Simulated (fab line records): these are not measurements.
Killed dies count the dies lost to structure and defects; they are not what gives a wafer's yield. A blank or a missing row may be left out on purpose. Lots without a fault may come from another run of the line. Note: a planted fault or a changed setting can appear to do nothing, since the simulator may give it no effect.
The tool behind it: which one? ; flow sky130 ; 18 wafers sampled from 6 lots at 1 step of a route of 708

## WHAT THE GAUGES READ, wafer by wafer
SKY_VT_ADJUST_LVTN_TW_MEAS_10.
lot;measured;on;VT_ADJUST_LVTN_TW
L485;day 7 11:47;filmMetro-01;245.5 244.8 244.0
L488;day 8 06:08;filmMetro-02;240.8 241.1 242.6
L496;day 10 09:17;filmMetro-01;243.7 243.1 244.5
L499;day 11 12:10;filmMetro-01;244.5 246.2 244.8
L504;day 12 17:59;filmMetro-03;241.1 240.2 242.0
L506;day 13 04:28;filmMetro-03;240.9 239.0 239.7

## TOOL THAT RAN EACH LOT (tool first, then ch and the chambers of the sampled wafers, then the start)
There is no process step in the record ahead of these readings.

## THE ANSWER, worked out from the rows above alone
Rule: the usual values come from the lots themselves. Put in order of their means at a reading, lots are off if they are a third of the lots or fewer, leave a main group of 4 or more, and stand apart from it by a gap of 3 or more times the standard deviation of the main group's means; of several such gaps the widest counts. The tables above print the reading to a certain number of digits; a main group whose means all agree to those digits is not used. Also off: a lot with no number at a reading for which 4 or more lots have one. Where the step has rows for the other lots, those lots are counted as sound.
None of the lots is off at any reading shown; this tells nothing.

## WHAT WAS PUT IN BY THE SIMULATOR
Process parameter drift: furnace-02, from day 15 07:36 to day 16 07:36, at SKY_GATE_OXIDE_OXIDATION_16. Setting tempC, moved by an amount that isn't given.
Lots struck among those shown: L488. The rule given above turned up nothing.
